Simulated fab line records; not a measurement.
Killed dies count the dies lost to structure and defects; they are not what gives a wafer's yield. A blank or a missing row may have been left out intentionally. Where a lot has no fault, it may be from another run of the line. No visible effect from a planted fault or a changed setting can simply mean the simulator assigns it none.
Chamber matching / flow sfq_line / 3 sister chambers for SFQ_TRILAYER_I7_DEP_PECVD_183 on pecvd-01
The step deposits SiO2 from SiH4/N2O, time 111.11 s, target thk 500 nm. 14 wafers are shown with their chamber, then 7 later ones without.

EACH WAFER AND ITS CHAMBER
wafer=L750.2; chamber=2; showerhead_vpp_V (V)=782; heater_power_w (W)=77; heater_power_outer_w (W)=32
wafer=L750.4; chamber=1; showerhead_vpp_V (V)=807; heater_power_w (W)=81; heater_power_outer_w (W)=30
wafer=L750.5; chamber=0; showerhead_vpp_V (V)=831; heater_power_w (W)=74; heater_power_outer_w (W)=28
wafer=L752.3; chamber=1; showerhead_vpp_V (V)=809; heater_power_w (W)=74; heater_power_outer_w (W)=26
wafer=L752.4; chamber=0; showerhead_vpp_V (V)=837; heater_power_w (W)=72; heater_power_outer_w (W)=28
wafer=L752.5; chamber=1; showerhead_vpp_V (V)=816; heater_power_w (W)=79; heater_power_outer_w (W)=28
wafer=L762.2; chamber=2; showerhead_vpp_V (V)=795; heater_power_w (W)=84; heater_power_outer_w (W)=37
wafer=L762.3; chamber=0; showerhead_vpp_V (V)=841; heater_power_w (W)=72; heater_power_outer_w (W)=29
wafer=L762.5; chamber=1; showerhead_vpp_V (V)=813; heater_power_w (W)=92; heater_power_outer_w (W)=37
wafer=L765.2; chamber=1; showerhead_vpp_V (V)=801; heater_power_w (W)=86; heater_power_outer_w (W)=36
wafer=L765.4; chamber=1; showerhead_vpp_V (V)=806; heater_power_w (W)=90; heater_power_outer_w (W)=37
wafer=L765.6; chamber=0; showerhead_vpp_V (V)=823; heater_power_w (W)=75; heater_power_outer_w (W)=29
wafer=L767.3; chamber=0; showerhead_vpp_V (V)=827; heater_power_w (W)=73; heater_power_outer_w (W)=28
wafer=L767.5; chamber=2; showerhead_vpp_V (V)=788; heater_power_w (W)=85; heater_power_outer_w (W)=38

SIGNATURES (means of the wafers above)
reading=showerhead_vpp_V; chamber 0=831.80; chamber 1=808.67; chamber 2=788.33; scatter within a chamber=6.32
reading=heater_power_w; chamber 0=73.20; chamber 1=83.67; chamber 2=82.00; scatter within a chamber=5.06
reading=heater_power_outer_w; chamber 0=28.40; chamber 1=32.33; chamber 2=35.67; scatter within a chamber=3.61
Rule: for a wafer and a chamber, the distance is found by dividing, reading by reading, the gap between the wafer's reading and the chamber's mean by the reading's scatter, squaring, summing and taking the root. The wafer belongs to the nearest chamber; if the next one is less than 2 further off, it can't be placed. How the scatter is found: for the shown wafers, subtract from each reading the mean of its chamber, square and add these, divide the total by (wafers less chambers), then take the root.

WAFERS WITHOUT THEIR CHAMBER
wafer=L767.6; showerhead_vpp_V (V)=807; heater_power_w (W)=89; heater_power_outer_w (W)=35
wafer=L768.1; showerhead_vpp_V (V)=815; heater_power_w (W)=82; heater_power_outer_w (W)=32
wafer=L768.3; showerhead_vpp_V (V)=792; heater_power_w (W)=78; heater_power_outer_w (W)=33
wafer=L768.4; showerhead_vpp_V (V)=825; heater_power_w (W)=81; heater_power_outer_w (W)=35
wafer=L771.2; showerhead_vpp_V (V)=799; heater_power_w (W)=82; heater_power_outer_w (W)=38
wafer=L771.4; showerhead_vpp_V (V)=803; heater_power_w (W)=91; heater_power_outer_w (W)=38
wafer=L771.5; showerhead_vpp_V (V)=829; heater_power_w (W)=84; heater_power_outer_w (W)=35

EACH ONE'S CHAMBER
wafer=L767.6; from the rows above=can't be placed: 1 or 2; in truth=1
wafer=L768.1; from the rows above=1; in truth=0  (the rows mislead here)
wafer=L768.3; from the rows above=can't be placed: 2 or 1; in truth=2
wafer=L768.4; from the rows above=can't be placed: 0 or 1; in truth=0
wafer=L771.2; from the rows above=can't be placed: 2 or 1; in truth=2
wafer=L771.4; from the rows above=can't be placed: 1 or 2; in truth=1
wafer=L771.5; from the rows above=can't be placed: 0 or 1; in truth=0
Correctly placed: 0 of 7. Can't be placed from these rows: 6 (the true chamber is among the candidates in 6). Placed wrongly: 1.
